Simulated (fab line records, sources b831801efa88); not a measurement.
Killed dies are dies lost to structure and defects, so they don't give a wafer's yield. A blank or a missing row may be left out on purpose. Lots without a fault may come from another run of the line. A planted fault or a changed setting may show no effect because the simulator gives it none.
Chamber matching | flow sky130 | SKY_FIELD_ISO_ETCH_17 on rie_si-01: 3 sister chambers
The step etches Si in HBr/Cl2/O2, target depth 342 nm, time 97.7 s. 16 wafers are shown with their chamber, then 7 later ones without.

WAFERS WITH THEIR CHAMBER
wafer  | chamber | drypump_motor_current_A (A) | he_backside_leak_sccm (sccm) | oes_product_au (a.u.)
L571.2 | 0       | 5.4                         | 2.42                         | 1.003
L571.5 | 2       | 4.9                         | 2.60                         | 1.001
L571.6 | 0       | 5.4                         | 2.47                         | 0.997
L572.1 | 1       | 6.7                         | 2.54                         | 1.001
L572.3 | 0       | 5.4                         | 2.17                         | 1.007
L572.4 | 1       | 6.7                         | 2.81                         | 1.019
L574.4 | 2       | 4.9                         | 2.74                         | 0.994
L574.5 | 2       | 4.9                         | 2.89                         | 0.999
L574.6 | 1       | 6.8                         | 2.82                         | 1.003
L585.1 | 2       | 4.9                         | 2.69                         | 1.003
L585.3 | 0       | 5.4                         | 2.33                         | 1.008
L585.5 | 2       | 5.0                         | 2.64                         | 1.006
L588.3 | 0       | 5.4                         | 2.39                         | 0.990
L588.4 | 2       | 5.0                         | 2.73                         | 1.009
L588.6 | 0       | 5.4                         | 2.43                         | 0.992
L590.2 | 2       | 4.9                         | 2.55                         | 1.003

SIGNATURES (means of the wafers above)
reading                 | chamber 0 | chamber 1 | chamber 2 | scatter within a chamber
drypump_motor_current_A | 5.400     | 6.733     | 4.929     | 0.0401
he_backside_leak_sccm   | 2.3683    | 2.7233    | 2.6914    | 0.119
oes_product_au          | 0.99950   | 1.00767   | 1.00214   | 0.00696
Rule: a wafer's distance from a chamber is the root of the sum, over the readings, of the square of ((its reading less the chamber's mean) divided by the reading's scatter). The wafer belongs to the nearest chamber; if the next one is less than 2 further off, it can't be placed. The scatter: the root of (the sum of the squares of (reading less its chamber's mean) over the shown wafers, divided by (wafers less chambers)).

WAFERS WITHOUT THEIR CHAMBER
wafer  | drypump_motor_current_A (A) | he_backside_leak_sccm (sccm) | oes_product_au (a.u.)
L590.4 | 6.8                         | 2.96                         | 1.004
L590.6 | 4.9                         | 2.70                         | 1.003
L591.3 | 5.0                         | 2.73                         | 0.992
L591.6 | 5.4                         | 2.51                         | 0.992
L592.2 | 5.0                         | 2.65                         | 1.001
L592.4 | 6.7                         | 2.72                         | 1.002
L592.6 | 5.4                         | 2.33                         | 0.998

WHICH CHAMBER EACH WENT THROUGH
wafer  | from the rows above | in truth
L590.4 | 1                   | 1
L590.6 | 2                   | 2
L591.3 | 2                   | 2
L591.6 | 0                   | 0
L592.2 | 2                   | 2
L592.4 | 1                   | 1
L592.6 | 0                   | 0
Placed correctly: 7 of 7. Can't be placed from these rows: 0. Placed wrongly: 0.
